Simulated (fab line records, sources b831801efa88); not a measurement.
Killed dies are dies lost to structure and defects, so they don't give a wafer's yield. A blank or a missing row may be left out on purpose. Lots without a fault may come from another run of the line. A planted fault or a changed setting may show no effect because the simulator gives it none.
Chamber matching | flow gf180mcu | GF_STI_ETCH_14 on rie_si-02: 4 sister chambers
The step etches Si in HBr/Cl2/O2, target depth 360 nm, time 102.9 s. 8 wafers are shown with their chamber, then 12 later ones without.

WAFERS WITH THEIR CHAMBER
wafer  | chamber | drypump_motor_current_A (A) | oes_product_au (a.u.)
L116.1 | 2       | 5.8                         | 1.015
L116.4 | 1       | 6.2                         | 1.001
L125.1 | 1       | 6.2                         | 1.015
L125.3 | 0       | 4.9                         | 1.004
L125.6 | 3       | 5.1                         | 0.992
L126.1 | 2       | 5.7                         | 1.005
L126.2 | 3       | 5.1                         | 0.994
L126.3 | 0       | 4.9                         | 1.001

WAFERS WITHOUT THEIR CHAMBER
wafer  | drypump_motor_current_A (A) | oes_product_au (a.u.)
L127.4 | 5.7                         | 1.000
L127.5 | 4.9                         | 1.004
L127.6 | 5.1                         | 0.988
L128.2 | 4.9                         | 1.005
L128.3 | 6.2                         | 1.009
L128.4 | 5.7                         | 1.004
L132.2 | 5.7                         | 1.005
L132.4 | 5.1                         | 0.990
L132.5 | 6.2                         | 1.008
L133.2 | 5.1                         | 0.987
L133.3 | 5.7                         | 1.001
L133.6 | 6.2                         | 1.007

WHICH CHAMBER EACH WENT THROUGH
wafer  | from the rows above | in truth
L127.4 | 2                   | 2
L127.5 | 0                   | 0
L127.6 | 3                   | 3
L128.2 | 0                   | 0
L128.3 | 1                   | 1
L128.4 | 2                   | 2
L132.2 | 2                   | 2
L132.4 | 3                   | 3
L132.5 | 1                   | 1
L133.2 | 3                   | 3
L133.3 | 2                   | 2
L133.6 | 1                   | 1
Placed correctly: 12 of 12. Can't be placed from these rows: 0. Placed wrongly: 0.
How it was worked out, from the rows above alone: a wafer's distance from a chamber is the root of the sum, over the readings, of the square of ((its reading less the chamber's mean) divided by the reading's scatter). The wafer belongs to the nearest chamber; if the next one is less than 2 further off, it can't be placed. A chamber's mean is the mean of its shown wafers. The scatter: the root of (the sum of the squares of (reading less its chamber's mean) over the shown wafers, divided by (wafers less chambers)).
